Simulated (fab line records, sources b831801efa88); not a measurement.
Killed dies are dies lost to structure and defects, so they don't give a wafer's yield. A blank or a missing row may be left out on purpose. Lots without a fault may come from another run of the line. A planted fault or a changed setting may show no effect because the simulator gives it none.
One fault seen from 2 desks | flow sky130 | each desk has only its own numbers; what lay behind them comes last

THE TOOL OWNER'S DESK: rie_diel-01
The tool's own readings at SKY_VIA2_ETCH_14 (etches BARC in N2/H2, stops on SiO2, time 45.9 s, target depth 60 nm): means of the sampled wafers that have a number, for each lot that ran on this tool. A lot is out of limits, marked OUT, if its mean lies more than 4 standard deviations from the usual mean; the brackets give that distance.
Columns: A = drypump_motor_current_A at SKY_VIA2_ETCH_14, usual 5.8 A; B = h2_flow_sccm at SKY_VIA2_ETCH_14, usual 199.9 sccm; C = oes_product_au at SKY_VIA2_ETCH_14, usual 0.855 a.u.; D = run_length_s at SKY_VIA2_ETCH_14, usual 74.2 s; E = throttle_valve_pct at SKY_VIA2_ETCH_14, usual 13.225 %
lot  | first seen here | A   | B     | C                | D               | E
L524 | day 40 06:17    | 5.8 | 199.8 | 0.899 (+8.9) OUT | 72.0 (-6.8) OUT | 13.225
L525 | day 40 13:53    | 5.7 | 199.4 | 0.925 (+14) OUT  | 70.7 (-11) OUT  | 13.233
L534 | day 43 09:14    | 6.0 | 199.9 | 0.852            | 74.0            | 13.222
This desk's finding: out of limits on L524, L525; first on L524, day 40 06:17 (oes_product_au at SKY_VIA2_ETCH_14). In limits: L534.

THE METROLOGY DESK
What the gauges read, lot by lot, whatever tool the lot ran on: means of the sampled wafers that have a number. A lot is out of limits, marked OUT, if its mean lies more than 4 standard deviations from the usual mean; the brackets give that distance.
Columns: A = VIA2_BOW at SKY_VIA2_BOW_MEAS_03, usual 85 um; B = cd_nm at SKY_VIA2_CD_MEAS_12, usual 200.3 nm; C = VIA2_OVL at SKY_VIA2_OVL_MEAS_13, usual 0 nm
lot  | first seen here | A  | B     | C
L514 | day 35 15:45    | 83 | 202.6 | 7
L524 | day 39 05:36    | 88 | 199.9 | -6
L525 | day 39 14:14    | 90 | 201.3 | 3
L530 | day 40 21:21    | 91 | 198.6 | -6
L533 | day 42 09:47    | 89 | 198.4 | -3
L534 | day 42 10:06    | 81 | 201.6 | 8
This desk's finding: nothing out of limits on any of the 6 lots.

PUT TOGETHER
The tool owner's desk could have raised an alarm at day 40 06:17, on L524, L525.
The metrology desk saw nothing out of limits.
The metrology desk has L524, L525 on record, within its limits.
Of the lots named, all ran SKY_VIA2_ETCH_14 on rie_diel-01.

WHAT THE SIMULATOR HAD PUT IN
Process parameter drift: rie_diel-01, from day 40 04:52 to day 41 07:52, at SKY_VIA2_ETCH_14. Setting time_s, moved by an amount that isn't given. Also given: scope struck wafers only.
Lots struck among those shown: L524, L525.
Hours from the fault's start to each desk's first reading out of limits: the tool owner's desk, 1.
